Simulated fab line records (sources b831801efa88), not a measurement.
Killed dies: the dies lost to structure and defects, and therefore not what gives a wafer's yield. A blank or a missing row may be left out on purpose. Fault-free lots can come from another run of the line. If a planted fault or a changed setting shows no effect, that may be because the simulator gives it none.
Comparing a struck lot with a sound one	flow sky130	44 steps out of a route of 708
Sound: wafers L941.2, L941.4, L941.6. Struck: wafer L948.3 (left out: L948.1, L948.2 of the same lot, which were not struck); the cause appears at the end.
Per side, at each step with rows, come the tool, then ch with its chambers, and then its first start. Under that, the readings that differ: sound wafers	struck wafers	difference of the means	sigmas: that difference in standard deviations of wafers without a fault.
alike: same words and numbers on both sides, and readings whose means sit less than 2 such deviations apart. not compared: any withheld reading, any reading some wafer has no value for, any bound like >300 that may hide the same value, and any number with overlapping values for which the record gives no deviation.
The two part at a step that has a row with sigmas, a row that says differs or no value, or rows on one side only. Numbers that don't overlap but have no deviation are shown without sigmas and don't part them. A reading that every wafer of one side lacks parts them only if that side has two wafers or more.

SKY_FIELD_ISO_THK_MEAS_02:
  struck on film_metro-04, day 4 00:05; sound on film_metro-04, day 2 13:05
reading	sound	struck	difference	sigmas
FIELD_ISO_OXIDATION_00_THK (nm)	12.60 12.48 12.64	12.02	-0.55	-3
then, 1 step without rows for these wafers: SKY_FIELD_ISO_CVD_03 (deposits Si3N4 from DCS/NH3, target thk 165 nm, time 2830 s).
SKY_FIELD_ISO_THK_MEAS_04:
  struck on film_metro-01, day 4 02:20; sound on film_metro-04, day 2 17:16
reading	sound	struck	difference	sigmas
FIELD_ISO_CVD_03_THK (nm)	166.2 167.7 167.1	162.4	-4.6	-3
then, 8 steps without rows for these wafers: SKY_FIELD_ISO_DEHYDRATE_05 (time 60 s); SKY_FIELD_ISO_HMDS_06 (prime time 60 s); SKY_FIELD_ISO_COAT_07 (resist thk 60 nm); SKY_FIELD_ISO_COAT_08 (resist thk 450 nm); SKY_FIELD_ISO_SOFTBAKE_09 (time 90 s); SKY_FIELD_ISO_EXPOSE_10 (exposes mask FOM, target cd 150 nm); SKY_FIELD_ISO_PEB_11; SKY_FIELD_ISO_DEVELOP_12 (develop time 60 s).
SKY_FIELD_ISO_CD_MEAS_13: the cd target is 150 nm.
  struck on cd_sem-02, day 4 19:22; sound on cd_sem-02, day 3 09:15
  alike: cd_nm
SKY_FIELD_ISO_ETCH_14: etches BARC in N2/H2, stops on SiO2, time 45.9 s, target depth 60 nm.
  sound on rie_diel-04 ch 0,2, day 3 09:21; struck on rie_diel-01 ch 0, day 4 19:29
reading	sound	struck	difference	sigmas
oes_product_au (a.u.)	0.857 0.850 0.852	0.721	-0.132	-29
model.KrF-thick_of_FIELD_ISO_COAT_08.thk_nm (nm)	394.1 396.4 394.7	411	+16	
model.etch.depth_nm (nm)	60.1 59.96 59.98	42.91	-17.10	
model.FIELD_ISO.cd_nm (nm)	150.9 151.5 148.7	151.6	+1.2	
  alike: drypump_motor_current_A, throttle_valve_pct
  not compared: rf_hours_counter_h
SKY_FIELD_ISO_ETCH_15: etches the open film in CHF3/O2, stops on Si, target depth 180 nm, time 72 s.
  sound on rie_diel-04 ch 0,2, day 3 09:23; struck on rie_diel-01 ch 0, day 4 19:31
reading	sound	struck	difference	sigmas
oes_product_au (a.u.)	0.954 0.955 0.952	0.373	-0.581	-81
throttle_valve_pct (%)	8.840 8.845 8.841	8.667	-0.175	-20
model.KrF-thick_of_FIELD_ISO_COAT_08.thk_nm (nm)	239.9 241.9 238.9	254.1	+13.9	
  alike: drypump_motor_current_A
  not compared: rf_hours_counter_h
SKY_FIELD_ISO_STRIP_16: strips in O2/N2.
  sound on plasma_asher-04 ch 0,1, day 3 09:27; struck on plasma_asher-02 ch 0, day 4 19:35
reading	sound	struck	difference	sigmas
oes_product_au (a.u.)	0.375 0.382 0.383	0.391	+0.011	+2
strip_time_to_endpoint_s (s)	3.597 3.612 3.581	3.718	+0.121	+4
  alike: drypump_motor_current_A
  not compared: rf_hours_counter_h
SKY_FIELD_ISO_ETCH_17: etches Si in HBr/Cl2/O2, target depth 342 nm, time 97.7 s.
  sound on rie_si-02 ch 2,3, day 3 09:33; struck on rie_si-01 ch 2, day 4 19:41
  alike: drypump_motor_current_A, oes_product_au, throttle_valve_pct
  not compared: rf_hours_counter_h, model.FIELD_ISO.cd_nm
then, 5 steps without rows for these wafers: SKY_FIELD_ISO_WET_ETCH_18 (etches Si3N4 in H3PO4, target depth 25 nm, time 286 s); SKY_FIELD_ISO_CLEAN_19 (cleans in SC1/SC2, time 150 s); SKY_FIELD_ISO_CLEAN_20 (cleans in dHF, time 20 s); SKY_FIELD_ISO_WET_ETCH_21 (etches SiO2 in dHF, target depth 20 nm, time 400 s); SKY_FIELD_ISO_OXIDATION_22 (stabilise 600 s, purge 300 s, target thk 10 nm).
SKY_FIELD_ISO_THK_MEAS_23:
  struck on film_metro-04, day 4 22:18; sound on film_metro-03, day 3 11:19
reading	sound	struck	difference	sigmas
FIELD_ISO_OXIDATION_01_THK (nm)	10.33 10.41 10.27	9.87	-0.47	-2
then, 1 step without rows for these wafers: SKY_FIELD_ISO_CVD_24 (deposits SiO2, target thk 595 nm, time 99.2 s).
SKY_FIELD_ISO_THK_MEAS_25:
  struck on film_metro-04, day 4 22:26; sound on film_metro-01, day 3 11:26
  alike: FIELD_ISO_CVD_24_THK
then, 1 step without rows for these wafers: SKY_FIELD_ISO_ANNEAL_26 (time 1800 s).
SKY_FIELD_ISO_CMP_27: polishes, stops on Si3N4, t overpolish 16 s, target thk 457.8 nm.
  sound on cmp-01 ch 0,3, day 3 13:35; struck on cmp-02 ch 3, day 5 01:55
  alike: motor_current_A, platen_rpm
then, 5 steps without rows for these wafers: SKY_FIELD_ISO_WET_ETCH_28 (etches SiO2 in dHF, target depth 23.7 nm, time 47 s); SKY_FIELD_ISO_WET_ETCH_29 (etches Si3N4 in H3PO4, target depth 160 nm, time 1825 s); SKY_FIELD_ISO_WET_ETCH_30 (etches SiO2 in dHF, target depth 25 nm, time 50 s); SKY_NWELL_CLEAN_00 (cleans in SC1/SC2, time 150 s); SKY_NWELL_OXIDATION_01 (stabilise 600 s, purge 300 s, target thk 10 nm).
SKY_NWELL_THK_MEAS_02:
  struck on film_metro-04, day 5 05:24; sound on film_metro-04, day 3 17:47
  alike: NWELL_OXIDATION_THK
then, 8 steps without rows for these wafers: SKY_DNWELL_DEHYDRATE_00 (time 60 s); SKY_DNWELL_HMDS_01 (prime time 60 s); SKY_DNWELL_COAT_02 (resist thk 3000 nm); SKY_DNWELL_SOFTBAKE_03; SKY_DNWELL_EXPOSE_04 (exposes mask DNM, target cd 3000 nm); SKY_DNWELL_PEB_05; SKY_DNWELL_DEVELOP_06 (develop time 60 s); SKY_DNWELL_IMPLANT_07.
SKY_DNWELL_STRIP_08: strips in O2/N2.
  sound on plasma_asher-01 ch 0, day 4 10:08; struck on plasma_asher-04 ch 1, day 5 23:16
reading	sound	struck	difference	sigmas
strip_time_to_endpoint_s (s)	36.78 36.83 36.74	37.00	+0.22	+2
  alike: drypump_motor_current_A, oes_product_au
  not compared: rf_hours_counter_h
SKY_DNWELL_TW_MEAS_09:
  struck on film_metro-03, day 5 23:22; sound on film_metro-03, day 4 10:15
  alike: DNWELL_TW
SKY_PWDE_OVL_MEAS_07:
  struck on overlay-01, day 6 18:08; sound on overlay-01, day 5 02:26
  not compared: PWDE_OVL
SKY_NWELL_OVL_MEAS_10:
  struck on overlay-01, day 7 13:01; sound on overlay-02, day 5 21:10
  not compared: NWELL_00_OVL

## WHERE THEY PART
Earliest at SKY_FIELD_ISO_THK_MEAS_02; latest, in this record, at SKY_DNWELL_STRIP_08. Later steps at which nothing parts them and some readings are alike: SKY_DNWELL_TW_MEAS_09.

WHY: whatever the simulator had introduced
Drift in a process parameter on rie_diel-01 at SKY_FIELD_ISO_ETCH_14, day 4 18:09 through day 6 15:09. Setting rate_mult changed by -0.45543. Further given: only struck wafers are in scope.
